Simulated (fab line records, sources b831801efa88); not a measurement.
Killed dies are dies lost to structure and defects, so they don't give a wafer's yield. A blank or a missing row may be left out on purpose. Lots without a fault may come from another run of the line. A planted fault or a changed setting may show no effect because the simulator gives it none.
fab line records | flow gf180mcu
record lots=5 wafers=15 last_day=32
route steps=602 shown VT_IMPLANT@116 MVSD@136 NWELL@137 LVPWELL@138 MVPSD@139 DUAL_GATE@141
lots that met no fault: from a run of the same line without faults
start_h: hours from the record's first day to the start of the lot's first wafer shown | wait_h: hours since the lot's step before | " the same as in the row above | L1.1+2: a row that stands for several wafers | - no value, or no start given | * or withheld: withheld | < > ~ a bound
route shown NAME@n: a module of which the file shows steps, and the number in the route of the first | usual: mean/standard deviation of fault-free wafers | same: alike in all rows | chamber/n: place in a boat | sites: the reading at each site | _std_site: their standard deviation | _edge_site: outer sites' mean less inner sites' | radius_mm: how far each site lies from the wafer's centre | mask NAME#n: copy n | behind: the tool/chamber that last shaped the wafer | hold: why the lot was held/for how many hours/how that ended | device: the transistor (n, p or np) that didn't switch | end of line: the same wafers' tests at the end of the route | a step without rows: its recipe alone | killed: dies lost to structure and defects at the first sort, not the wafer's yield | map: a wafer's dies, x killed, . not, _ none there
set.NAME: the setting as run; set.NAME@STEP: as run at that earlier step | model.NAME: the simulator's own value behind a step, which no gauge read
lots at some steps of the route; a table a step, a row a wafer
services: from which hour (start_h, from the record's first day; less than 0 if before it) a tool's chamber was out of use, for how many hours, and why
## steps
# step GF_VT_IMPLANT_EXPOSE_26
# recipe mask_id=LVPWELL_HV_AREA target_cd_nm=860 na=0.6 source_shape=conventional sigma_outer=0.6 dose_mj=140
# columns lot.wafer tool chamber start_h wait_h mask
L077.2+4+5 iline_stepper-01 0 - - LVPWELL_HV_AREA#0
L079.2+4+5 iline_stepper-01 0 - - LVPWELL_HV_AREA#0
L083.1+3+6 iline_stepper-02 0 - - LVPWELL_HV_AREA#0
L085.3+5+6 iline_stepper-02 0 - - LVPWELL_HV_AREA#0
L089.2+3+5 iline_stepper-02 0 - - LVPWELL_HV_AREA#0
# step GF_VT_IMPLANT_PEB_27
# recipe temp_c=withheld time_s=* resist=NOVOLAK
# columns lot.wafer tool chamber start_h wait_h
L077.2+4+5 litho_track-01 0 - -
L079.2+4+5 litho_track-04 0 - -
L083.1+3+6 litho_track-04 0 - -
L085.3+5+6 litho_track-04 0 - -
L089.2+3+5 litho_track-01 0 - -
# step GF_VT_IMPLANT_DEVELOP_28
# recipe develop_time_s=60 dev_temp_c=23
# columns lot.wafer tool chamber start_h wait_h
L077.2+4+5 litho_track-01 0 162.44 0.1
L079.2+4+5 litho_track-04 0 175.65 0.1
L083.1+3+6 litho_track-04 0 197.27 0.1
L085.3+5+6 litho_track-04 0 214.22 0.1
L089.2+3+5 litho_track-01 0 239.04 0.1
# step GF_VT_IMPLANT_OVL_MEAS_29
# usual VT_IMPLANT_02_OVL=-0.2/1.4
# columns lot.wafer tool chamber start_h wait_h VT_IMPLANT_02_OVL[nm]
L077.2 overlay-02 - 162.57 0.1 0.6
L077.4 " - " " -0.7
L077.5 " - " " 0.2
L079.2 overlay-01 - 175.78 0.1 -2.7
L079.4 " - " " -2.3
L079.5 " - " " -2.9
L083.1 overlay-01 - 197.42 0.1 -1.8
L083.3 " - " " 1.1
L083.6 " - " " 2.2
L085.3 overlay-02 - 214.33 0.1 0.1
L085.5 " - " " 0.2
L085.6 " - " " -0.7
L089.2 overlay-01 - 239.17 0.1 0.2
L089.3 " - " " -1.8
L089.5 " - " " -0.1
# step GF_VT_IMPLANT_IMPLANT_30
# recipe species=B energy_kev=25 dose_cm2=2.534e+12 tilt_deg=7
# usual faraday_current_uA=14.29/0.27
# columns lot.wafer tool chamber start_h wait_h faraday_current_uA
L077.2 implanter-03 0 162.63 0.0 14.20
L077.4 " 0 " " 13.78
L077.5 " 0 " " 14.01
L079.2 implanter-03 0 175.83 0.0 14.19
L079.4 " 0 " " 14.10
L079.5 " 0 " " 14.43
L083.1 implanter-02 0 197.46 0.0 14.51
L083.3 " 0 " " 14.25
L083.6 " 0 " " 14.88
L085.3 implanter-02 0 214.41 0.1 14.29
L085.5 " 0 " " 14.41
L085.6 " 0 " " 14.29
L089.2 implanter-04 0 239.23 0.0 14.05
L089.3 " 0 " " 14.48
L089.5 " 0 " " 14.49
# step GF_VT_IMPLANT_STRIP_31
# recipe chemistry=O2/N2 power_w=1400 pressure_mtorr=1500 platen_temp_c=250 o2_flow_sccm=3000 n2_flow_sccm=300 overash_fraction=0.5
# usual drypump_motor_current_A=5.83/0.23 heater_power_w=300/23 oes_product_au=0.715/0.0046 strip_time_to_endpoint_s=12.63/0.035
# columns lot.wafer tool chamber start_h wait_h drypump_motor_current_A heater_power_w oes_product_au rf_hours_counter_h strip_time_to_endpoint_s
L077.2 plasma_asher-04 0 162.75 0.1 6.04 335 0.704 52 12.60
L077.4 " 1 " " 5.49 290 0.711 - 12.62
L077.5 " 1 " " 5.48 291 0.713 - 12.63
L079.2 plasma_asher-03 0 175.96 0.1 5.81 280 0.710 7 12.65
L079.4 " 0 " " 5.75 283 0.710 - 12.63
L079.5 " 1 " " 5.84 287 0.710 - 12.61
L083.1 plasma_asher-02 0 197.61 0.1 6.47 323 0.719 39 12.65
L083.3 " 0 " " 6.46 337 0.715 - 12.65
L083.6 " 1 " " 5.74 315 0.719 - 12.65
L085.3 plasma_asher-03 0 214.54 0.1 5.77 279 0.711 - 12.67
L085.5 " 1 " " 5.87 287 0.712 - 12.63
L085.6 " 0 " " 5.79 279 0.707 - 12.69
L089.2 plasma_asher-04 0 239.35 0.1 6.11 344 0.712 60 12.63
L089.3 " 1 " " 5.48 290 0.723 - 12.61
L089.5 " 1 " " 5.45 284 0.720 - 12.59
# step GF_VT_IMPLANT_TW_MEAS_32
# usual VT_IMPLANT_3_TW=269.3/1.7
# columns lot.wafer tool chamber start_h wait_h VT_IMPLANT_3_TW
L077.2 film_metro-03 - 162.86 0.1 267.7
L077.4 " - " " 267.0
L077.5 " - " " 267.8
L079.2 film_metro-04 - 176.07 0.1 270.6
L079.4 " - " " 272.8
L079.5 " - " " 271.4
L083.1 film_metro-04 - 197.71 0.1 269.2
L083.3 " - " " 270.2
L083.6 " - " " 269.8
L085.3 film_metro-04 - 214.63 0.1 269.7
L085.5 " - " " 268.2
L085.6 " - " " 268.6
L089.2 film_metro-04 - 239.46 0.1 271.4
L089.3 " - " " 271.3
L089.5 " - " " 270.6
# step GF_VT_IMPLANT_DEHYDRATE_33
# recipe temp_c=200 time_s=60
# usual heater_power_total_W=160.36/0.12
# columns lot.wafer tool chamber start_h wait_h heater_power_total_W
L077.2 litho_track-01 0 170.39 7.5 160.29
L077.4 " 0 " " 160.49
L077.5 " 0 " " 160.20
L079.2 litho_track-03 0 183.68 7.6 160.40
L079.4 " 0 " " 160.28
L079.5 " 0 " " 160.58
L083.1 litho_track-01 0 205.72 8.0 160.20
L083.3 " 0 " " 160.19
L083.6 " 0 " " 160.63
L085.3 litho_track-01 0 222.17 7.5 160.31
L085.5 " 0 " " 160.27
L085.6 " 0 " " 160.38
L089.2 litho_track-03 0 248.18 8.7 160.32
L089.3 " 0 " " 160.32
L089.5 " 0 " " 160.41
# step GF_VT_IMPLANT_HMDS_34
# recipe prime_time_s=60 prime_temp_c=120
# columns lot.wafer tool chamber start_h wait_h
L077.2+4+5 litho_track-01 0 170.54 0.1
L079.2+4+5 litho_track-03 0 183.83 0.1
L083.1+3+6 litho_track-01 0 205.87 0.1
L085.3+5+6 litho_track-01 0 222.32 0.1
L089.2+3+5 litho_track-03 0 248.33 0.1
# step GF_VT_IMPLANT_COAT_35
# recipe resist=NOVOLAK spin_rpm=3000 resist_thk_nm=1000
# columns lot.wafer tool chamber start_h wait_h
L077.2+4+5 litho_track-01 0 170.69 0.1
L079.2+4+5 litho_track-03 0 183.98 0.1
L083.1+3+6 litho_track-01 0 206.02 0.1
L085.3+5+6 litho_track-01 0 222.47 0.1
L089.2+3+5 litho_track-03 0 248.48 0.1
# step GF_VT_IMPLANT_SOFTBAKE_36
# recipe temp_c=90 time_s=60 resist=NOVOLAK
# usual heater_power_total_W=56.60/0.044
# columns lot.wafer tool chamber start_h wait_h heater_power_total_W
L077.2 litho_track-01 0 170.84 0.1 56.68
L077.4 " 0 " " 56.57
L077.5 " 0 " " 56.65
L079.2 litho_track-03 0 184.13 0.1 56.59
L079.4 " 0 " " 56.57
L079.5 " 0 " " 56.56
L083.1 litho_track-01 0 206.17 0.1 56.57
L083.3 " 0 " " 56.60
L083.6 " 0 " " 56.53
L085.3 litho_track-01 0 222.62 0.1 56.61
L085.5 " 0 " " 56.60
L085.6 " 0 " " 56.68
L089.2 litho_track-03 0 248.63 0.1 56.54
L089.3 " 0 " " 56.58
L089.5 " 0 " " 56.68
# step GF_VT_IMPLANT_EXPOSE_37
# recipe mask_id=Nwell_HV_AREA target_cd_nm=860 na=0.6 source_shape=conventional sigma_outer=0.6 dose_mj=140
# columns lot.wafer tool chamber start_h wait_h mask
L077.2+4+5 iline_stepper-01 0 - - Nwell_HV_AREA#0
L079.2+4+5 iline_stepper-02 0 - - Nwell_HV_AREA#0
L083.1+3+6 iline_stepper-02 0 - - Nwell_HV_AREA#0
L085.3+5+6 iline_stepper-02 0 - - Nwell_HV_AREA#0
L089.2+3+5 iline_stepper-02 0 - - Nwell_HV_AREA#0
# step GF_VT_IMPLANT_PEB_38
# recipe temp_c=withheld time_s=* resist=NOVOLAK
# columns lot.wafer tool chamber start_h wait_h
L077.2+4+5 litho_track-03 0 - -
L079.2+4+5 litho_track-01 0 - -
L083.1+3+6 litho_track-04 0 - -
L085.3+5+6 litho_track-03 0 - -
L089.2+3+5 litho_track-01 0 - -
# step GF_VT_IMPLANT_DEVELOP_39
# recipe develop_time_s=60 dev_temp_c=23
# columns lot.wafer tool chamber start_h wait_h
L077.2+4+5 litho_track-03 0 178.63 0.1
L079.2+4+5 litho_track-01 0 191.89 0.1
L083.1+3+6 litho_track-04 0 214.47 0.1
L085.3+5+6 litho_track-03 0 231.31 0.1
L089.2+3+5 litho_track-01 0 257.74 0.1
# step GF_VT_IMPLANT_OVL_MEAS_40
# usual VT_IMPLANT_03_OVL=0.0/1.3
# columns lot.wafer tool chamber start_h wait_h VT_IMPLANT_03_OVL[nm]
L077.2 overlay-02 - 178.76 0.1 -1.5
L077.4 " - " " 1.2
L077.5 " - " " -0.4
L079.2 overlay-01 - 192.02 0.1 0.5
L079.4 " - " " -0.8
L079.5 " - " " 1.1
L083.1 overlay-01 - 214.62 0.1 -2.0
L083.3 " - " " -0.4
L083.6 " - " " 0.1
L085.3 overlay-01 - 231.42 0.1 2.3
L085.5 " - " " -0.3
L085.6 " - " " 0.4
L089.2 overlay-02 - 257.87 0.1 -0.1
L089.3 " - " " 2.4
L089.5 " - " " 1.7
# step GF_VT_IMPLANT_IMPLANT_41
# recipe species=As energy_kev=70 dose_cm2=1.013e+12 tilt_deg=7
# usual faraday_current_uA=5.71/0.12
# columns lot.wafer tool chamber start_h wait_h faraday_current_uA
L077.2 implanter-03 0 178.82 0.0 5.80
L077.4 " 0 " " 5.83
L077.5 " 0 " " 5.80
L079.2 implanter-02 0 192.08 0.0 5.65
L079.4 " 0 " " 5.60
L079.5 " 0 " " 5.78
L083.1 implanter-03 0 214.66 0.0 5.61
L083.3 " 0 " " 5.54
L083.6 " 0 " " 5.75
L085.3 implanter-02 0 231.49 0.1 5.77
L085.5 " 0 " " 5.61
L085.6 " 0 " " 5.64
L089.2 implanter-04 0 257.93 0.0 5.53
L089.3 " 0 " " 5.52
L089.5 " 0 " " 5.65
# step GF_VT_IMPLANT_STRIP_42
# recipe chemistry=O2/N2 power_w=1400 pressure_mtorr=1500 platen_temp_c=250 o2_flow_sccm=3000 n2_flow_sccm=300 overash_fraction=0.5
# usual drypump_motor_current_A=5.9/0.32 heater_power_w=309/22 oes_product_au=0.715/0.0046 strip_time_to_endpoint_s=12.65/0.035
# columns lot.wafer tool chamber start_h wait_h drypump_motor_current_A heater_power_w oes_product_au rf_hours_counter_h strip_time_to_endpoint_s
L077.2 plasma_asher-02 1 178.94 0.1 5.7 308 0.709 37 12.65
L077.4 " 1 " " 5.7 322 0.719 - 12.69
L077.5 " 1 " " 5.7 310 0.715 - 12.67
L079.2 plasma_asher-02 0 192.20 0.1 6.4 330 0.720 38 12.63
L079.4 " 0 " " 6.5 330 0.726 - 12.62
L079.5 " 0 " " 6.4 338 0.716 - 12.63
L083.1 plasma_asher-03 0 214.81 0.1 5.8 283 0.721 11 12.66
L083.3 " 1 " " 5.9 300 0.722 - 12.68
L083.6 " 0 " " 5.7 278 0.711 - 12.68
L085.3 plasma_asher-04 1 231.63 0.1 5.5 289 0.715 - 12.64
L085.5 " 1 " " 5.5 297 0.718 - 12.66
L085.6 " 0 " " 6.1 350 0.717 - 12.62
L089.2 plasma_asher-03 1 258.05 0.1 5.8 294 0.711 15 12.65
L089.3 " 1 " " 5.9 295 0.716 - 12.62
L089.5 " 0 " " 5.8 283 0.722 - 12.64
# step GF_VT_IMPLANT_TW_MEAS_43
# usual VT_IMPLANT_4_TW=689/5.5
# columns lot.wafer tool chamber start_h wait_h VT_IMPLANT_4_TW
L077.2 film_metro-04 - 179.05 0.1 696
L077.4 " - " " 697
L077.5 " - " " 695
L079.2 film_metro-03 - 192.31 0.1 682
L079.4 " - " " 682
L079.5 " - " " 682
L083.1 film_metro-04 - 214.91 0.1 693
L083.3 " - " " 692
L083.6 " - " " 687
L085.3 film_metro-01 - 231.71 0.1 692
L085.5 " - " " 691
L085.6 " - " " 688
L089.2 film_metro-03 - 258.16 0.1 686
L089.3 " - " " 683
L089.5 " - " " 683
# step GF_VT_IMPLANT_CLEAN_44
# recipe chemistry=SC1/SC2 mix=1:4:20 temp_c=70 time_s=150 dry=n2_spin
# columns lot.wafer tool chamber start_h wait_h
L077.2+4+5 wet_bench-01 0 179.10 0.0
L079.2+4+5 wet_bench-03 2 192.36 0.0
L083.1+3+6 wet_bench-04 2 214.97 0.1
L085.3+5+6 wet_bench-01 1 231.75 0.0
L089.2+3+5 wet_bench-03 0 258.21 0.0
# step GF_VT_IMPLANT_RTA_45
# recipe temp_c=1050 time_s=30 ambient=N2
# usual anneal_temp_c_max=1055.3/1.7 lamp_power_pct=34.9/0.65 wafer_temp_C_max=1053.9/1.1
# columns lot.wafer tool chamber start_h wait_h anneal_temp_c_max lamp_power_pct wafer_temp_C_max
L077.2 rtp_anneal-02 0 179.17 0.0 1053.1 34.4 1053.9
L077.4 " 0 " " 1054.2 34.4 1054.2
L077.5 " 0 " " 1053.8 34.4 1054.5
L079.2 rtp_anneal-01 0 192.43 0.0 1057.4 35.7 1053.4
L079.4 " 0 " " 1056.3 35.8 1052.3
L079.5 " 0 " " 1055.6 35.8 1051.9
L083.1 rtp_anneal-02 0 215.02 0.0 1052.7 34.4 1055.0
L083.3 " 0 " " 1055.5 34.5 1054.2
L083.6 " 0 " " 1053.7 34.5 1053.2
L085.3 rtp_anneal-02 0 231.84 0.0 1054.9 34.4 1055.2
L085.5 " 0 " " 1054.2 34.4 1054.7
L085.6 " 0 " " 1054.1 34.4 1054.8
L089.2 rtp_anneal-02 0 258.28 0.0 1053.2 34.5 1055.0
L089.3 " 0 " " 1053.9 34.4 1053.8
L089.5 " 0 " " 1053.4 34.4 1054.9
# step GF_VT_IMPLANT_RS_MEAS_46
# recipe thk_meas_gauge=four-point-probe
# usual MVSD_RS=457.2/1.1
# columns lot.wafer tool chamber start_h wait_h MVSD_RS[ohm/sq]
L077.2 film_metro-01 - 179.27 0.1 457.9
L077.4 " - " " 457.0
L077.5 " - " " 457.1
L079.2 film_metro-02 - 192.53 0.1 454.8
L079.4 " - " " 456.3
L079.5 " - " " 455.8
L083.1 film_metro-02 - 215.12 0.1 458.8
L083.3 " - " " 457.3
L083.6 " - " " 459.1
L085.3 film_metro-02 - 231.94 0.1 455.5
L085.5 " - " " 457.0
L085.6 " - " " 457.4
L089.2 film_metro-01 - 258.38 0.1 458.6
L089.3 " - " " 457.8
L089.5 " - " " 457.4
# step GF_VT_IMPLANT_RS_MEAS_47
# recipe thk_meas_gauge=four-point-probe
# usual NWELL_RS=488.6/1.2
# columns lot.wafer tool chamber start_h wait_h NWELL_RS[ohm/sq]
L077.2 film_metro-01 - 179.39 0.1 490.7
L077.4 " - " " 489.8
L077.5 " - " " 489.0
L079.2 film_metro-02 - 192.65 0.1 488.7
L079.4 " - " " 487.6
L079.5 " - " " 487.8
L083.1 film_metro-02 - 215.24 0.1 491.3
L083.3 " - " " 490.6
L083.6 " - " " 491.5
L085.3 film_metro-02 - 232.06 0.1 487.6
L085.5 " - " " 487.6
L085.6 " - " " 488.5
L089.2 film_metro-01 - 258.50 0.1 486.8
L089.3 " - " " 488.0
L089.5 " - " " 488.8
# step GF_VT_IMPLANT_RS_MEAS_48
# recipe thk_meas_gauge=four-point-probe
# usual LVPWELL_RS=1198.2/2.5
# columns lot.wafer tool chamber start_h wait_h LVPWELL_RS[ohm/sq]
L077.2 film_metro-01 - 179.51 0.1 1190.2
L077.4 " - " " 1196.4
L077.5 " - " " 1195.5
L079.2 film_metro-02 - 192.77 0.1 1202.2
L079.4 " - " " 1197.9
L079.5 " - " " 1195.6
L083.1 film_metro-02 - 215.36 0.1 1195.6
L083.3 " - " " 1193.9
L083.6 " - " " 1191.1
L085.3 film_metro-02 - 232.18 0.1 1201.6
L085.5 " - " " 1199.2
L085.6 " - " " 1195.6
L089.2 film_metro-01 - 258.62 0.1 1201.0
L089.3 " - " " 1199.0
L089.5 " - " " 1198.2
# step GF_VT_IMPLANT_RS_MEAS_49
# recipe thk_meas_gauge=four-point-probe
# usual MVPSD_RS=1169/3.2
# columns lot.wafer tool chamber start_h wait_h MVPSD_RS[ohm/sq]
L077.2 film_metro-01 - 179.63 0.1 1171
L077.4 " - " " 1170
L077.5 " - " " 1164
L079.2 film_metro-02 - 192.89 0.1 1170
L079.4 " - " " 1170
L079.5 " - " " 1173
L083.1 film_metro-02 - 215.48 0.1 1171
L083.3 " - " " 1171
L083.6 " - " " 1171
L085.3 film_metro-02 - 232.30 0.1 1169
L085.5 " - " " 1171
L085.6 " - " " 1168
L089.2 film_metro-01 - 258.74 0.1 1165
L089.3 " - " " 1166
L089.5 " - " " 1167
# step GF_VT_IMPLANT_WET_ETCH_50
# recipe chemistry=dHF target_depth_nm=20 target=SiO2 temp_c=25 dilution=100:1 time_s=400
# columns lot.wafer tool chamber start_h wait_h
L077.2+4+5 wet_bench-01 1 179.73 0.1
L079.2+4+5 wet_bench-04 0 192.99 0.1
L083.1+3+6 wet_bench-04 1 215.60 0.1
L085.3+5+6 wet_bench-03 0 232.38 0.1
L089.2+3+5 wet_bench-01 2 258.84 0.1
# step GF_DUAL_GATE_CLEAN_00
# recipe chemistry=SC1/SC2 mix=1:4:20 temp_c=70 time_s=150
# columns lot.wafer tool chamber start_h wait_h
L077.2+4+5 wet_bench-04 2 179.85 0.0
L079.2+4+5 wet_bench-03 2 193.11 0.0
L083.1+3+6 wet_bench-01 0 215.72 0.0
L085.3+5+6 wet_bench-01 0 232.51 0.0
L089.2+3+5 wet_bench-03 1 258.96 0.0
# step GF_DUAL_GATE_CLEAN_01
# recipe chemistry=dHF time_s=20 dilution=100:1 dry=ipa_marangoni
# columns lot.wafer tool chamber start_h wait_h
L077.2+4+5 wet_bench-01 1 179.90 0.0
L079.2+4+5 wet_bench-01 0 193.16 0.0
L083.1+3+6 wet_bench-03 2 215.77 0.0
L085.3+5+6 wet_bench-04 3 232.56 0.0
L089.2+3+5 wet_bench-01 0 259.01 0.0
# step GF_DUAL_GATE_OXIDATION_02
# recipe temp_c=900 ambient=O2 stabilise_s=600 purge_s=300 target_thk_a=108.87 ox_time_s=1602
# usual spike_tc_top_C=908.4/1 tube_center_temp_C=900.01/0.077
# columns lot.wafer tool chamber start_h wait_h spike_tc_top_C tube_center_temp_C
L077.2 furnace-01 0 182.02 2.1 907.9 900.06
L077.4 " 0 " " 908.5 900.05
L077.5 " 0 " " 908.2 899.96
L079.2 furnace-02 0 193.41 0.2 909.2 899.98
L079.4 " 0 " " 907.9 900.05
L079.5 " 0 " " 908.2 900.08
L083.1 furnace-02 0 216.49 0.7 911.5 899.9
L083.3 " 0 " " 910.3 900.13
L083.6 " 0 " " 908.9 900.08
L085.3 furnace-01 0 232.58 0.0 907.8 900.07
L085.5 " 0 " " 908.9 900
L085.6 " 0 " " 907.7 899.99
L089.2 furnace-01 0 259.03 0.0 907.4 900.06
L089.3 " 0 " " 909.7 899.88
L089.5 " 0 " " 908.6 899.98
# step GF_DUAL_GATE_THK_MEAS_03
# recipe reads=SiO2_of_DUAL_GATE_OXIDATION_02
# usual DUAL_GATE_OXIDATION_00_THK=10.88/0.23
# columns lot.wafer tool chamber start_h wait_h DUAL_GATE_OXIDATION_00_THK[nm]
L077.2 film_metro-02 - 183.47 0.0 10.76
L077.4 " - " " 10.89
L077.5 " - " " 10.70
L079.2 film_metro-03 - 194.86 0.0 10.55
L079.4 " - " " 10.58
L079.5 " - " " 10.62
L083.1 film_metro-04 - 217.93 0.0 10.68
L083.3 " - " " 10.74
L083.6 " - " " 10.85
L085.3 film_metro-03 - 234.04 0.0 11.32
L085.5 " - " " 11.08
L085.6 " - " " 11.09
L089.2 film_metro-02 - 260.48 0.0 11.23
L089.3 " - " " 11.12
L089.5 " - " " 11.32
# step GF_DUAL_GATE_DEHYDRATE_04
# recipe temp_c=200 time_s=60
# usual heater_power_total_W=160.36/0.11
# columns lot.wafer tool chamber start_h wait_h heater_power_total_W
L077.2 litho_track-01 0 191.14 7.7 160.22
L077.4 " 0 " " 160.18
L077.5 " 0 " " 160.36
L079.2 litho_track-04 0 202.85 8.0 160.30
L079.4 " 0 " " 160.48
L079.5 " 0 " " 160.39
L083.1 litho_track-02 0 226.40 8.5 160.29
L083.3 " 0 " " 160.20
L083.6 " 0 " " 160.36
L085.3 litho_track-01 0 242.72 8.7 160.44
L085.5 " 0 " " 160.49
L085.6 " 0 " " 160.26
L089.2 litho_track-01 0 269.64 9.2 160.39
L089.3 " 0 " " 160.39
L089.5 " 0 " " 160.40
# step GF_DUAL_GATE_HMDS_05
# recipe prime_time_s=60 prime_temp_c=120
# columns lot.wafer tool chamber start_h wait_h
L077.2+4+5 litho_track-01 0 191.29 0.1
L079.2+4+5 litho_track-04 0 203.00 0.1
L083.1+3+6 litho_track-02 0 226.55 0.1
L085.3+5+6 litho_track-01 0 242.87 0.1
L089.2+3+5 litho_track-01 0 269.79 0.1
# step GF_DUAL_GATE_COAT_06
# recipe resist=NOVOLAK spin_rpm=3000 resist_thk_nm=1000
# columns lot.wafer tool chamber start_h wait_h
L077.2+4+5 litho_track-01 0 191.44 0.1
L079.2+4+5 litho_track-04 0 203.15 0.1
L083.1+3+6 litho_track-02 0 226.70 0.1
L085.3+5+6 litho_track-01 0 243.02 0.1
L089.2+3+5 litho_track-01 0 269.94 0.1
# step GF_DUAL_GATE_SOFTBAKE_07
# recipe temp_c=90 time_s=60 resist=NOVOLAK
# usual heater_power_total_W=56.60/0.046
# columns lot.wafer tool chamber start_h wait_h heater_power_total_W
L077.2 litho_track-01 0 191.59 0.1 56.55
L077.4 " 0 " " 56.55
L077.5 " 0 " " 56.55
L079.2 litho_track-04 0 203.30 0.1 56.60
L079.4 " 0 " " 56.58
L079.5 " 0 " " 56.64
L083.1 litho_track-02 0 226.85 0.1 56.62
L083.3 " 0 " " 56.57
L083.6 " 0 " " 56.61
L085.3 litho_track-01 0 243.17 0.1 56.58
L085.5 " 0 " " 56.63
L085.6 " 0 " " 56.58
L089.2 litho_track-01 0 270.09 0.1 56.65
L089.3 " 0 " " 56.57
L089.5 " 0 " " 56.61
# step GF_DUAL_GATE_EXPOSE_08
# recipe mask_id=Dualgate target_cd_nm=700 na=0.6 source_shape=conventional sigma_outer=0.6 dose_mj=140
# columns lot.wafer tool chamber start_h wait_h mask
L077.2+4+5 iline_stepper-02 0 - - Dualgate#0
L079.2+4+5 iline_stepper-01 0 - - Dualgate#0
L083.1+3+6 iline_stepper-01 0 - - Dualgate#0
L085.3+5+6 iline_stepper-02 0 - - Dualgate#0
L089.2+3+5 iline_stepper-02 0 - - Dualgate#0
# step GF_DUAL_GATE_PEB_09
# recipe temp_c=withheld time_s=* resist=NOVOLAK
# columns lot.wafer tool chamber start_h wait_h
L077.2+4+5 litho_track-04 0 - -
L079.2+4+5 litho_track-01 0 - -
L083.1+3+6 litho_track-04 0 - -
L085.3+5+6 litho_track-04 0 - -
L089.2+3+5 litho_track-02 0 - -
# step GF_DUAL_GATE_DEVELOP_10
# recipe develop_time_s=60 dev_temp_c=23
# columns lot.wafer tool chamber start_h wait_h
L077.2+4+5 litho_track-04 0 200.15 0.1
L079.2+4+5 litho_track-01 0 211.99 0.1
L083.1+3+6 litho_track-04 0 235.82 0.1
L085.3+5+6 litho_track-04 0 252.17 0.1
L089.2+3+5 litho_track-02 0 279.33 0.1
# step GF_DUAL_GATE_OVL_MEAS_11
# usual DUAL_GATE_OVL=0.3/1.4
# columns lot.wafer tool chamber start_h wait_h DUAL_GATE_OVL[nm]
L077.2 overlay-01 - 200.28 0.1 0.3
L077.4 " - " " 1.1
L077.5 " - " " 0.7
L079.2 overlay-02 - 212.12 0.1 1.0
L079.4 " - " " 2.9
L079.5 " - " " 1.2
L083.1 overlay-01 - 235.97 0.1 0.5
L083.3 " - " " -2.3
L083.6 " - " " -0.6
L085.3 overlay-02 - 252.28 0.1 3.1
L085.5 " - " " 0.2
L085.6 " - " " 2.6
L089.2 overlay-02 - 279.46 0.1 -0.4
L089.3 " - " " 0.0
L089.5 " - " " 0.7
# step GF_DUAL_GATE_WET_ETCH_12
# recipe chemistry=dHF target_depth_nm=13 dry=n2_spin target=SiO2 temp_c=25 dilution=100:1 time_s=260
# columns lot.wafer tool chamber start_h wait_h
L077.2+4+5 wet_bench-03 1 200.31 0.0
L079.2+4+5 wet_bench-01 2 212.15 0.0
L083.1+3+6 wet_bench-03 1 236.01 0.0
L085.3+5+6 wet_bench-03 1 252.31 0.0
L089.2+3+5 wet_bench-03 1 279.49 0.0
# step GF_DUAL_GATE_STRIP_13
# recipe chemistry=O2/N2 power_w=1400 pressure_mtorr=1500 platen_temp_c=250 o2_flow_sccm=3000 n2_flow_sccm=300 overash_fraction=0.5
# usual drypump_motor_current_A=5.83/0.23 heater_power_w=306/22 oes_product_au=0.716/0.0042 strip_time_to_endpoint_s=12.65/0.032
# columns lot.wafer tool chamber start_h wait_h drypump_motor_current_A heater_power_w oes_product_au rf_hours_counter_h strip_time_to_endpoint_s
L077.2 plasma_asher-01 0 200.39 0.0 5.71 312 0.717 51 12.68
L077.4 " 1 " " 6.12 312 0.714 - 12.68
L077.5 " 1 " " 6.11 317 0.716 - 12.65
L079.2 plasma_asher-03 1 212.24 0.0 5.86 286 0.718 10 12.70
L079.4 " 1 " " 5.85 296 0.718 - 12.68
L079.5 " 1 " " 5.85 294 0.712 - 12.67
L083.1 plasma_asher-01 0 236.10 0.0 5.71 317 0.716 55 12.65
L083.3 " 0 " " 5.71 309 0.715 - 12.73
L083.6 " 0 " " 5.70 314 0.712 - 12.69
L085.3 plasma_asher-03 1 252.42 0.0 5.86 287 0.713 - 12.63
L085.5 " 1 " " 5.87 286 0.723 - 12.61
L085.6 " 0 " " 5.80 279 0.717 - 12.63
L089.2 plasma_asher-03 0 279.57 0.0 5.77 289 0.717 18 12.72
L089.3 " 1 " " 5.85 292 0.720 - 12.67
L089.5 " 1 " " 5.86 291 0.719 - 12.69
# step GF_DUAL_GATE_CLEAN_14
# recipe chemistry=SC1/SC2 mix=1:4:20 temp_c=70 time_s=150 dry=n2_spin
# columns lot.wafer tool chamber start_h wait_h
L077.2+4+5 wet_bench-04 0 200.49 0.1
L079.2+4+5 wet_bench-04 2 212.34 0.1
L083.1+3+6 wet_bench-04 1 236.20 0.1
L085.3+5+6 wet_bench-04 1 252.49 0.0
L089.2+3+5 wet_bench-04 3 279.67 0.1
# step GF_DUAL_GATE_OXIDATION_15
# recipe temp_c=850 ambient=O2 stabilise_s=600 purge_s=300 target_thk_a=70.98 ox_time_s=1995
# usual spike_tc_top_C=859.6/0.96 tube_center_temp_C=850.01/0.076
# columns lot.wafer tool chamber start_h wait_h spike_tc_top_C tube_center_temp_C
L077.2 furnace-02 0 201.17 0.6 860.5 850.08
L077.4 " 0 " " 858.2 849.91
L077.5 " 0 " " 861.3 850.06
L079.2 furnace-01 0 213.30 0.9 858.9 849.85
L079.4 " 0 " " 858.3 850.06
L079.5 " 0 " " 859.4 850.05
L083.1 furnace-01 0 236.40 0.1 859.6 850.01
L083.3 " 0 " " 860.1 849.97
L083.6 " 0 " " 859.5 849.99
L085.3 furnace-01 0 254.00 1.5 858.0 849.96
L085.5 " 0 " " 859.7 850.04
L085.6 " 0 " " 857.9 849.95
L089.2 furnace-02 0 279.72 0.0 858.9 849.95
L089.3 " 0 " " 861.2 849.97
L089.5 " 0 " " 859.9 850.07
## services
# columns tool chamber start_h hours kind
iline_stepper-01 - 130.89 3.9 repair
wet_bench-04 - 133.03 1.3 repair
iline_stepper-02 - 136.80 1.7 pm
iline_stepper-02 - 138.85 2.9 repair
plasma_asher-02 - 143.15 1.8 repair
furnace-02 - 143.88 10.0 pm
implanter-02 - 147.76 2.5 pm
wet_bench-03 - 149.27 1.9 pm
plasma_asher-01 - 152.00 2.6 repair
plasma_asher-01 - 157.12 1.5 repair
furnace-02 - 161.57 3.9 pm
implanter-02 - 163.46 3.8 pm
iline_stepper-02 - 168.55 8.9 pm
implanter-04 - 173.27 14.0 pm
furnace-02 - 176.10 10.4 repair
furnace-02 - 197.82 1.0 repair
plasma_asher-03 - 200.36 1.5 repair
wet_bench-04 - 204.16 0.9 repair
plasma_asher-04 - 235.90 2.0 repair
furnace-01 - 239.03 4.6 pm
wet_bench-04 - 258.36 1.2 repair
plasma_asher-01 - 263.69 12.6 repair
furnace-01 - 264.68 3.2 pm
furnace-01 - 267.88 3.9 pm
## key
fault none
